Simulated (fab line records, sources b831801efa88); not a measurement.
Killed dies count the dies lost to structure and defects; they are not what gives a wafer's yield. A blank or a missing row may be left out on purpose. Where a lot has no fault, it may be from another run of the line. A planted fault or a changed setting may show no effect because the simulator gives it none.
fab line records ; flow sky130
record: lots: 12; wafers: 36; last_day: 50
route steps=708 shown NWELL@68 VT_ADJUST_HVTP@96 VT_ADJUST_HVTR@135 SONOS_TUNNEL@166 PAD_OPEN@708
lots with no fault: from the same line, run without faults
start_h: hours from the record's first day to the start of the lot's first wafer shown ; wait_h: how many hours have passed since the lot's step before this one ; " the same as in the row above ; L1.1+2: one row covering several wafers at once ; - no value, or no start given ; * or withheld: withheld ; < > ~ a bound
route shown NAME@n: a module of which the file shows steps, and the number in the route of the first ; usual: mean/standard deviation taken from wafers without a fault ; same: alike in all rows ; chamber/n: place in a boat ; sites: each site's reading ; _std_site: how widely they spread, as a standard deviation ; _edge_site: the outer-site mean with the inner-site mean subtracted ; radius_mm: how far each site lies from the wafer's centre ; mask NAME#n: copy n ; behind: the last tool/chamber to shape the wafer ; hold: the reason the lot was held/the length of the hold in hours/how it ended ; device: which transistor (n, p or np) failed to switch ; end of line: tests of these same wafers at the route's end ; step lacking rows: just its recipe ; killed: count of dies lost to structure and defects at first sort (not the wafer's yield) ; map: the dies of a wafer, with x for killed, . for not killed, _ for no die there
set.NAME: the setting as run; set.NAME@STEP: as run at that earlier step ; model.NAME: the simulator's own value behind a step, which no gauge read
steps of the route over a sample of lots; a table a step, a row a wafer
services: from which hour (start_h, from the record's first day; less than 0 if before it) a tool's chamber was out of use, for how many hours, and why
== steps ==
step: SKY_NWELL_TW_MEAS_15
usual: NWELL_TW: 1826/11
lot.wafer;tool;chamber;start_h;wait_h;NWELL_TW
L548.1;film_metro-04;-;93.80;0.1;1832
L548.5;film_metro-04;-;93.80;0.1;1840
L548.6;film_metro-04;-;93.80;0.1;1827
L552.2;film_metro-04;-;123.57;0.1;1824
L552.4;film_metro-04;-;123.57;0.1;1829
L552.5;film_metro-04;-;123.57;0.1;1822
L555.3;film_metro-04;-;130.67;0.1;1824
L555.4;film_metro-04;-;130.67;0.1;1830
L555.6;film_metro-04;-;130.67;0.1;1827
L556.1;film_metro-03;-;130.96;0.1;1829
L556.2;film_metro-03;-;130.96;0.1;1833
L556.4;film_metro-03;-;130.96;0.1;1829
L559.2;film_metro-03;-;150.81;0.1;1832
L559.4;film_metro-03;-;150.81;0.1;1830
L559.5;film_metro-03;-;150.81;0.1;1830
L560.2;film_metro-03;-;155.26;0.1;1831
L560.3;film_metro-03;-;155.26;0.1;1831
L560.6;film_metro-03;-;155.26;0.1;1845
L565.3;film_metro-03;-;191.03;0.1;1840
L565.5;film_metro-03;-;191.03;0.1;1845
L565.6;film_metro-03;-;191.03;0.1;1832
L566.2;film_metro-04;-;192.83;0.1;1833
L566.5;film_metro-04;-;192.83;0.1;1835
L566.6;film_metro-04;-;192.83;0.1;1830
L567.1;film_metro-03;-;198.67;0.1;1820
L567.2;film_metro-03;-;198.67;0.1;1816
L567.4;film_metro-03;-;198.67;0.1;1828
L568.1;film_metro-04;-;206.05;0.1;1824
L568.4;film_metro-04;-;206.05;0.1;1836
L568.5;film_metro-04;-;206.05;0.1;1823
L570.2;film_metro-04;-;214.96;0.1;1820
L570.4;film_metro-04;-;214.96;0.1;1824
L570.5;film_metro-04;-;214.96;0.1;1836
L571.3;film_metro-04;-;219.43;0.1;1836
L571.4;film_metro-04;-;219.43;0.1;1816
L571.5;film_metro-04;-;219.43;0.1;1838
step: SKY_VT_ADJUST_HVTP_TW_MEAS_11
usual: VT_ADJUST_HVTP_TW: 1358/14
lot.wafer;tool;chamber;start_h;wait_h;VT_ADJUST_HVTP_TW
L548.1;film_metro-04;-;130.12;0.1;1366
L548.5;film_metro-04;-;130.12;0.1;1363
L548.6;film_metro-04;-;130.12;0.1;1359
L552.2;film_metro-03;-;163.95;0.1;1375
L552.4;film_metro-03;-;163.95;0.1;1362
L552.5;film_metro-03;-;163.95;0.1;1364
L555.3;film_metro-03;-;169.89;0.1;1364
L555.4;film_metro-03;-;169.89;0.1;1359
L555.6;film_metro-03;-;169.89;0.1;1361
L556.1;film_metro-04;-;170.34;0.1;1355
L556.2;film_metro-04;-;170.34;0.1;1350
L556.4;film_metro-04;-;170.34;0.1;1354
L559.2;film_metro-02;-;192.90;0.1;1339
L559.4;film_metro-02;-;192.90;0.1;1338
L559.5;film_metro-02;-;192.90;0.1;1343
L560.2;film_metro-02;-;198.15;0.1;1348
L560.3;film_metro-02;-;198.15;0.1;1347
L560.6;film_metro-02;-;198.15;0.1;1345
L565.3;film_metro-03;-;236.59;0.1;1371
L565.5;film_metro-03;-;236.59;0.1;1364
L565.6;film_metro-03;-;236.59;0.1;1363
L566.2;film_metro-03;-;238.20;0.1;1372
L566.5;film_metro-03;-;238.20;0.1;1374
L566.6;film_metro-03;-;238.20;0.1;1368
L567.1;film_metro-02;-;244.32;0.1;1336
L567.2;film_metro-02;-;244.32;0.1;1332
L567.4;film_metro-02;-;244.32;0.1;1332
L568.1;film_metro-02;-;252.44;0.1;1337
L568.4;film_metro-02;-;252.44;0.1;1326
L568.5;film_metro-02;-;252.44;0.1;1330
L570.2;film_metro-04;-;262.25;0.1;1359
L570.4;film_metro-04;-;262.25;0.1;1356
L570.5;film_metro-04;-;262.25;0.1;1357
L571.3;film_metro-02;-;266.26;0.1;1339
L571.4;film_metro-02;-;266.26;0.1;1341
L571.5;film_metro-02;-;266.26;0.1;1333
step: SKY_VT_ADJUST_HVTR_EXPOSE_04
recipe: mask_id: HVTRM; target_cd_nm: 380; na: 0.6; source_shape: conventional; sigma_outer: 0.6; dose_mj: 150
same: na: 0.6
lot.wafer;tool;chamber;start_h;wait_h;mask
L548.1+5+6;iline_stepper-01;0;200.87;-;HVTRM#0
L552.2+4+5;iline_stepper-02;0;241.11;-;TUNM#0
L555.3+4+6;iline_stepper-02;0;248.32;-;HVTRM#0
L556.1+2+4;iline_stepper-02;0;248.58;-;HVTRM#0
L559.2+4+5;iline_stepper-02;0;274.35;-;HVTRM#0
L560.2+3+6;iline_stepper-02;0;279.94;-;HVTRM#0
L565.3+5+6;iline_stepper-02;0;323.42;-;HVTRM#0
L566.2+5+6;iline_stepper-01;0;326.26;-;HVTRM#0
L567.1+2+4;iline_stepper-02;0;335.59;-;HVTRM#0
L568.1+4+5;iline_stepper-01;0;344.15;-;HVTRM#0
L570.2+4+5;iline_stepper-01;0;354.81;-;HVTRM#0
L571.3+4+5;iline_stepper-02;0;359.39;-;HVTRM#0
step: SKY_VT_ADJUST_HVTR_CD_MEAS_07
recipe: target_cd_nm: 380
usual: cd_nm: 379.3/1.8
lot.wafer;tool;chamber;start_h;wait_h;cd_nm
L548.1;cd_sem-02;-;212.28;0.1;383.1
L548.5;cd_sem-02;-;212.28;0.1;379.5
L548.6;cd_sem-02;-;212.28;0.1;378.4
L552.2;cd_sem-01;-;253.10;0.1;-
L552.4;cd_sem-01;-;253.10;0.1;-
L552.5;cd_sem-01;-;253.10;0.1;-
L555.3;cd_sem-02;-;259.96;0.1;379.2
L555.4;cd_sem-02;-;259.96;0.1;380.1
L555.6;cd_sem-02;-;259.96;0.1;380.3
L556.1;cd_sem-01;-;260.18;0.1;378.9
L556.2;cd_sem-01;-;260.18;0.1;379.9
L556.4;cd_sem-01;-;260.18;0.1;380.6
L559.2;cd_sem-02;-;287.24;0.1;377.4
L559.4;cd_sem-02;-;287.24;0.1;377.6
L559.5;cd_sem-02;-;287.24;0.1;379.0
L560.2;cd_sem-01;-;292.54;0.1;377.1
L560.3;cd_sem-01;-;292.54;0.1;381.1
L560.6;cd_sem-01;-;292.54;0.1;380.1
L565.3;cd_sem-01;-;337.26;0.1;381.3
L565.5;cd_sem-01;-;337.26;0.1;381.2
L565.6;cd_sem-01;-;337.26;0.1;379.9
L566.2;cd_sem-01;-;340.04;0.1;379.2
L566.5;cd_sem-01;-;340.04;0.1;378.9
L566.6;cd_sem-01;-;340.04;0.1;376.6
L567.1;cd_sem-01;-;348.62;0.1;378.8
L567.2;cd_sem-01;-;348.62;0.1;379.0
L567.4;cd_sem-01;-;348.62;0.1;376.6
L568.1;cd_sem-01;-;357.17;0.1;377.5
L568.4;cd_sem-01;-;357.17;0.1;378.0
L568.5;cd_sem-01;-;357.17;0.1;378.5
L570.2;cd_sem-02;-;368.55;0.1;380.5
L570.4;cd_sem-02;-;368.55;0.1;379.1
L570.5;cd_sem-02;-;368.55;0.1;377.8
L571.3;cd_sem-01;-;374.26;0.1;380.9
L571.4;cd_sem-01;-;374.26;0.1;380.2
L571.5;cd_sem-01;-;374.26;0.1;380.8
step: SKY_VT_ADJUST_HVTR_TW_MEAS_11
usual: VT_ADJUST_HVTR_TW: 211.2/1.9
lot.wafer;tool;chamber;start_h;wait_h;hold;VT_ADJUST_HVTR_TW
L548.1;film_metro-03;-;212.68;0.1;-;212.7
L548.5;film_metro-03;-;212.68;0.1;-;212.1
L548.6;film_metro-03;-;212.68;0.1;-;213.2
L552.2;film_metro-01;-;253.49;0.1;await_dispo/0.2h/release;30.0
L552.4;film_metro-01;-;253.49;0.1;await_dispo/0.2h/release;29.6
L552.5;film_metro-01;-;253.49;0.1;await_dispo/0.2h/release;29.7
L552.2;film_metro-01;-;253.81;0.3;-;29.8
L552.4;film_metro-01;-;253.81;0.3;-;29.7
L552.5;film_metro-01;-;253.81;0.3;-;29.7
L555.3;film_metro-03;-;260.34;0.1;-;212.6
L555.4;film_metro-03;-;260.34;0.1;-;212.6
L555.6;film_metro-03;-;260.34;0.1;-;212.3
L556.1;film_metro-04;-;260.59;0.1;-;211.7
L556.2;film_metro-04;-;260.59;0.1;-;211.8
L556.4;film_metro-04;-;260.59;0.1;-;209.9
L559.2;film_metro-04;-;287.63;0.1;-;212.2
L559.4;film_metro-04;-;287.63;0.1;-;212.6
L559.5;film_metro-04;-;287.63;0.1;-;211.7
L560.2;film_metro-01;-;292.93;0.1;-;208.4
L560.3;film_metro-01;-;292.93;0.1;-;208.5
L560.6;film_metro-01;-;292.93;0.1;-;209.4
L565.3;film_metro-03;-;337.64;0.1;-;213.0
L565.5;film_metro-03;-;337.64;0.1;-;213.8
L565.6;film_metro-03;-;337.64;0.1;-;213.4
L566.2;film_metro-03;-;340.43;0.1;-;213.2
L566.5;film_metro-03;-;340.43;0.1;-;211.4
L566.6;film_metro-03;-;340.43;0.1;-;213.1
L567.1;film_metro-01;-;349.02;0.1;-;207.9
L567.2;film_metro-01;-;349.02;0.1;-;207.9
L567.4;film_metro-01;-;349.02;0.1;-;206.9
L568.1;film_metro-01;-;357.57;0.1;-;207.3
L568.4;film_metro-01;-;357.57;0.1;-;207.4
L568.5;film_metro-01;-;357.57;0.1;-;209.4
L570.2;film_metro-04;-;368.95;0.1;-;213.1
L570.4;film_metro-04;-;368.95;0.1;-;212.8
L570.5;film_metro-04;-;368.95;0.1;-;213.4
L571.3;film_metro-04;-;374.64;0.1;-;212.1
L571.4;film_metro-04;-;374.64;0.1;-;214.0
L571.5;film_metro-04;-;374.64;0.1;-;212.6
step: SKY_SONOS_TUNNEL_TW_MEAS_12
usual: SONOS_TUNNEL_TW: 196.2/2
lot.wafer;tool;chamber;start_h;wait_h;SONOS_TUNNEL_TW
L548.1;film_metro-01;-;258.45;0.0;195.7
L548.5;film_metro-01;-;258.45;0.0;195.4
L548.6;film_metro-01;-;258.45;0.0;196.1
L555.3;film_metro-01;-;311.35;0.0;196.4
L555.4;film_metro-01;-;311.35;0.0;195.3
L555.6;film_metro-01;-;311.35;0.0;194.5
L556.1;film_metro-04;-;311.70;0.0;201.1
L556.2;film_metro-04;-;311.70;0.0;199.7
L556.4;film_metro-04;-;311.70;0.0;199.8
L559.2;film_metro-02;-;342.15;0.0;194.0
L559.4;film_metro-02;-;342.15;0.0;194.4
L559.5;film_metro-02;-;342.15;0.0;194.8
L560.2;film_metro-02;-;347.01;0.0;193.6
L560.3;film_metro-02;-;347.01;0.0;194.3
L560.6;film_metro-02;-;347.01;0.0;194.2
L565.3;film_metro-01;-;393.47;0.0;195.8
L565.5;film_metro-01;-;393.47;0.0;195.8
L565.6;film_metro-01;-;393.47;0.0;196.0
L566.2;film_metro-04;-;397.49;0.0;201.0
L566.5;film_metro-04;-;397.49;0.0;199.0
L566.6;film_metro-04;-;397.49;0.0;199.4
L567.1;film_metro-02;-;407.32;0.0;193.7
L567.2;film_metro-02;-;407.32;0.0;194.5
L567.4;film_metro-02;-;407.32;0.0;194.7
L568.1;film_metro-01;-;415.61;0.0;195.4
L568.4;film_metro-01;-;415.61;0.0;195.0
L568.5;film_metro-01;-;415.61;0.0;194.9
L570.2;film_metro-04;-;427.37;0.0;199.8
L570.4;film_metro-04;-;427.37;0.0;198.8
L570.5;film_metro-04;-;427.37;0.0;199.2
L571.3;film_metro-01;-;434.74;0.0;194.9
L571.4;film_metro-01;-;434.74;0.0;195.6
L571.5;film_metro-01;-;434.74;0.0;195.8
step: SKY_PAD_OPEN_PROBE_99
usual: defect_limited_yield: 82.9/1.8; killed_at_M0_to_M3: 42/7.2; killed_at_M4_up: 3.2/1.8; killed_at_contacts: 24/5.4; killed_at_front_end: 15/4; killed_at_other: 0.3/0.59; killed_dies: 84/9; killed_open: 46/7.1; killed_short: 38/6; sort_bin_3_pad_short: 0.8/0.41; sort_bin_5_function: 10.1/1.3; sort_bin_6_memory: 6.3/1.2; sort_n_pass: 408/9; sort_yield_pct: 82.9/1.8
same: gross_dies: 492; killed_at_back_side: 0; sort_bin_4_leakage[%]: 0; sort_bin_8_speed[%]: 0
lot.wafer;tool;chamber;start_h;wait_h;defect_limited_yield[%];killed_at_M0_to_M3;killed_at_M4_up;killed_at_contacts;killed_at_front_end;killed_at_other;killed_dies;killed_open;killed_short;sort_bin_3_pad_short[%];sort_bin_5_function[%];sort_bin_6_memory[%];sort_n_pass;sort_yield_pct[%]
L567.1;prober-02;-;1182.81;0.1;83.7;45;3;19;13;0;80;34;45;0.4;10.2;5.7;412;83.7
L567.2;prober-02;-;1182.86;0.1;82.1;41;2;29;16;0;88;45;42;0.8;11.2;5.9;404;82.1
L567.4;prober-02;-;1182.96;0.2;82.1;42;4;25;16;1;88;46;42;0.4;9.3;8.1;404;82.1
killed by level:class
L567.1 VIA1:geometric_particle:open=13 VIA1:geometric_particle:short=9 CONTACT:geometric_particle:open=7 POLY_GATE:geometric_particle:open=6 LOCAL_INTERCONNECT:geometric_particle:short=5 METAL1:geometric_particle:short=5 METAL2:geometric_particle:short=5 LI_CONTACT:geometric_particle:short=3
L567.2 CONTACT:geometric_particle:open=10 VIA1:geometric_particle:open=9 FIELD_ISO:geometric_particle:short=8 LI_CONTACT:geometric_particle:open=8 LOCAL_INTERCONNECT:geometric_particle:short=7 VIA2:geometric_particle:short=6 VIA1:geometric_particle:short=6 VIA3:geometric_particle:open=6
L567.4 VIA1:geometric_particle:open=10 CONTACT:geometric_particle:open=8 METAL2:geometric_particle:short=7 VIA2:geometric_particle:open=6 LOCAL_INTERCONNECT:geometric_particle:short=6 FIELD_ISO:geometric_particle:open=5 LI_CONTACT:geometric_particle:open=5 POLY_GATE:geometric_particle:short=4
== services ==
tool;chamber;start_h;hours;kind
iline_stepper-02;-;187.95;1.7;pm
iline_stepper-01;-;225.63;1.7;pm
iline_stepper-02;0;230.92;-;calibration
iline_stepper-02;-;264.61;0.9;repair
iline_stepper-02;-;271.15;2.4;repair
iline_stepper-02;-;313.32;2.8;repair
iline_stepper-01;-;333.78;4.4;pm
iline_stepper-01;0;347.80;-;calibration
== key ==
first_sign: step: SKY_VT_ADJUST_HVTR_EXPOSE_04; reading: mask; direction: changed
effect: step: SKY_VT_ADJUST_HVTR_CD_MEAS_07; reading: cd_nm; direction: missing
effect: step: SKY_VT_ADJUST_HVTR_TW_MEAS_11; reading: visit; direction: added
effect: step: SKY_VT_ADJUST_HVTR_TW_MEAS_11; reading: VT_ADJUST_HVTR_TW; direction: down; sigmas: 95; usual: 211.2; struck: 29.8
met_at SKY_VT_ADJUST_HVTR_EXPOSE_04
struck_lots L552
scrapped_behind SKY_VT_ADJUST_HVTR_TW_MEAS_11 L552.2,L552.4,L552.5
not_acting_at SKY_NWELL_TW_MEAS_15,SKY_VT_ADJUST_HVTP_TW_MEAS_11,SKY_SONOS_TUNNEL_TW_MEAS_12
fault: kind: wrong_mask; tool: any; chamber: -; onset_h: 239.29; steps: SKY_VT_ADJUST_HVTR_EXPOSE_04; aux_copy: TUNM#0; scope: struck_lots_only
